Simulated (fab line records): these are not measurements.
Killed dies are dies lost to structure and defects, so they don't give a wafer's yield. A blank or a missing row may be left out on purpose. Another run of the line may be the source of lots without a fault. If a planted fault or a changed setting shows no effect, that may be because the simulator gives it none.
Which of the tools did it?    flow gf180mcu    45 wafers from 15 lots sampled at 4 of the route's 602 steps

## WHAT THE GAUGES READ, wafer by wafer
GF_POLY_GATE_CD_MEAS_18. Usual: cd-nm reads 279.9 nm (standard deviation 1.8).
lot   measured      on         cd-nm (nm)         flag
L483  day 9 05:09   cd-sem-01  279.4 278.0 277.5  
L484  day 9 16:55   cd-sem-02  280.1 279.5 280.3  
L485  day 10 00:59  cd-sem-01  282.9 281.8 283.1  
L486  day 10 00:58  cd-sem-02  280.8 280.5 278.5  
L487  day 10 14:40  cd-sem-01  276.6 278.9 278.0  
L488  day 10 14:40  cd-sem-02  280.1 278.5 276.6  
L489  day 10 23:52  cd-sem-02  279.3 279.4 277.8  
L490  day 11 04:52  cd-sem-02  280.9 279.2 279.0  
L498  day 13 12:49  cd-sem-01  280.0 279.7 281.0  
L499  day 13 18:04  cd-sem-01  281.9 280.6 280.9  
L500  day 14 07:03  cd-sem-02  281.7 280.3 280.1  
L502  day 14 20:51  cd-sem-02  277.0 278.3 276.5  
L505  day 16 01:02  cd-sem-02  277.2 278.1 276.3  
L504  day 16 04:40  cd-sem-01  280.1 282.0 280.1  
L506  day 16 09:31  cd-sem-02  279.2 278.1 279.4  

GF_NSD_CD_MEAS_07: the cd target is 400 nm. Usual: cd-nm reads 400.7 nm (standard deviation 2.5).
lot   measured      on         cd-nm (nm)         flag
L483  day 13 11:09  cd-sem-01  400.7 400.5 400.0  
L484  day 13 17:21  cd-sem-02  401.3 399.9 399.3  
L485  day 14 03:45  cd-sem-01  400.3 398.7 398.7  
L486  day 14 03:41  cd-sem-02  397.9 400.2 398.7  
L487  day 14 19:49  cd-sem-02  402.8 403.7 405.3  
L498  day 18 05:56  cd-sem-01  403.3 401.2 402.6  
L499  day 18 12:15  cd-sem-01  399.1 400.9 402.0  
L500  day 19 03:30  cd-sem-01  397.5 397.2 398.9  
L502  day 19 18:55  cd-sem-01  406.3 401.8 402.7  
L505  day 21 02:27  cd-sem-01  400.3 401.1 399.6  
L504  day 21 04:49  cd-sem-01  401.8 400.1 400.0  
L506  day 21 11:26  cd-sem-01  395.6 397.0 396.6  

## EACH LOT AND THE TOOL THAT RAN IT (in order: tool; ch and the chambers of the sampled wafers; start)
lot   GF_VT_IMPLANT_STRIP_31                GF_HV_LDD_DEVELOP_30
L483  plasma-asher-04 ch 0,1, day 6 19:53   litho-track-01 ch 0, day 11 10:02
L484  plasma-asher-03 ch 0,1, day 7 02:40   litho-track-01 ch 0, day 11 22:36
L485  plasma-asher-03 ch 0,1, day 7 08:55   litho-track-04 ch 0, day 12 06:57
L486  plasma-asher-02 ch 0,1, day 7 10:53   litho-track-03 ch 0, day 12 05:45
L487  plasma-asher-03 ch 0,1, day 8 00:22   litho-track-04 ch 0, day 12 23:24
L488  plasma-asher-04 ch 0,1, day 8 02:16   litho-track-04, day 12 23:42
L489  plasma-asher-02 ch 1, day 8 07:58     litho-track-03, day 13 07:45
L490  plasma-asher-03 ch 0,1, day 8 16:04   litho-track-04, day 13 13:58
L498  plasma-asher-03 ch 0,1, day 10 16:37  litho-track-03 ch 0, day 16 04:06
L499  plasma-asher-03 ch 0,1, day 11 01:01  litho-track-03 ch 0, day 16 10:15
L500  plasma-asher-04 ch 0,1, day 11 11:13  litho-track-01 ch 0, day 17 01:08
L502  plasma-asher-03 ch 0,1, day 12 00:37  litho-track-04 ch 0, day 17 16:00
L505  plasma-asher-03 ch 0,1, day 13 01:40  litho-track-04 ch 0, day 18 23:07
L504  plasma-asher-03 ch 0,1, day 13 03:43  litho-track-01 ch 0, day 19 01:31
L506  plasma-asher-02 ch 0,1, day 13 10:37  litho-track-04 ch 0, day 19 07:40
- GF_VT_IMPLANT_STRIP_31: strips in O2/N2.
- GF_HV_LDD_DEVELOP_30: develop time 60 s.

## AS READ BY THE TOOLS THEMSELVES (means over the sampled wafers that have a number; for cases with no such wafer, the mark the record gives instead)
GF_VT_IMPLANT_STRIP_31. Usual: drypump-motor-current-A 5.7 A, standard deviation 0.53; heater-power-w 353 W, standard deviation 55; n2-flow-sccm 300.0 sccm, standard deviation 0.86; oes-product-au 0.716 a.u., standard deviation 0.0049; strip-time-to-endpoint-s 12.65 s, standard deviation 0.037.
lot   tool             drypump-motor-current-A (A)  heater-power-w (W)  n2-flow-sccm (sccm)  oes-product-au (a.u.)  strip-time-to-endpoint-s (s)  flag
L483  plasma-asher-04  5.4                          313                 299.9                0.714                  12.65                         
L484  plasma-asher-03  6.1                          340                 299.7                0.710                  12.67                         
L485  plasma-asher-03  5.9                          326                 300.3                0.711                  12.67                         
L486  plasma-asher-02  5.3                          393                 300.0                0.714                  12.70                         
L487  plasma-asher-03  6.1                          337                 298.9                0.714                  12.62                         
L488  plasma-asher-04  5.1                          345                 300.1                0.718                  12.65                         
L489  plasma-asher-02  4.9                          347                 300.4                0.716                  12.67                         
L490  plasma-asher-03  5.9                          332                 300.1                0.716                  12.65                         
L498  plasma-asher-03  6.1                          334                 300.7                0.717                  12.60                         
L499  plasma-asher-03  6.1                          336                 300.4                0.720                  12.68                         
L500  plasma-asher-04  5.1                          349                 299.1                0.716                  12.59                         
L502  plasma-asher-03  6.1                          345                 300.3                0.710                  12.69                         
L505  plasma-asher-03  6.1                          335                 300.0                0.713                  12.61                         
L504  plasma-asher-03  5.9                          328                 300.5                0.716                  12.64                         
L506  plasma-asher-02  5.3                          385                 300.0                0.717                  12.60                         

GF_HV_LDD_DEVELOP_30. Usual: chill-plate-temp-C reads 23.00 C (standard deviation 0.1).
lot   tool            chill-plate-temp-C (C)  flag
L483  litho-track-01  23.00                   
L484  litho-track-01  23.05                   
L485  litho-track-04  22.93                   
L486  litho-track-03  22.98                   
L487  litho-track-04  22.83                   
L488  litho-track-04  -                       OFF
L489  litho-track-03  -                       OFF
L490  litho-track-04  -                       OFF
L498  litho-track-03  22.97                   
L499  litho-track-03  22.95                   
L500  litho-track-01  22.89                   
L502  litho-track-04  23.01                   
L505  litho-track-04  22.89                   
L504  litho-track-01  23.00                   
L506  litho-track-04  23.05                   

## THE ANSWER, worked out from the rows above alone
Rule: lot off if the mean of its wafers having a number is beyond 3 standard deviations from the usual mean. Also off: a lot with no number at a reading for which 4 or more lots have one. Any other lot the step has rows for is counted as sound. After the gauges, taken in route order, come the tools' own readings; for these a lot's mean is taken, as printed above. At the first step where some lot is off, the reading lying furthest off is the one used; lots without a number count as furthest.
Off: L488, L489, L490, at GF_HV_LDD_DEVELOP_30 (chill-plate-temp-C). Without a number there: L488, L489, L490.
A tool fits if, at that step or a process step before it, it ran every lot that is off, and no sound lot after the first of them. Not one of the candidates tried fits.

## WHAT THE SIMULATOR HAD PUT IN
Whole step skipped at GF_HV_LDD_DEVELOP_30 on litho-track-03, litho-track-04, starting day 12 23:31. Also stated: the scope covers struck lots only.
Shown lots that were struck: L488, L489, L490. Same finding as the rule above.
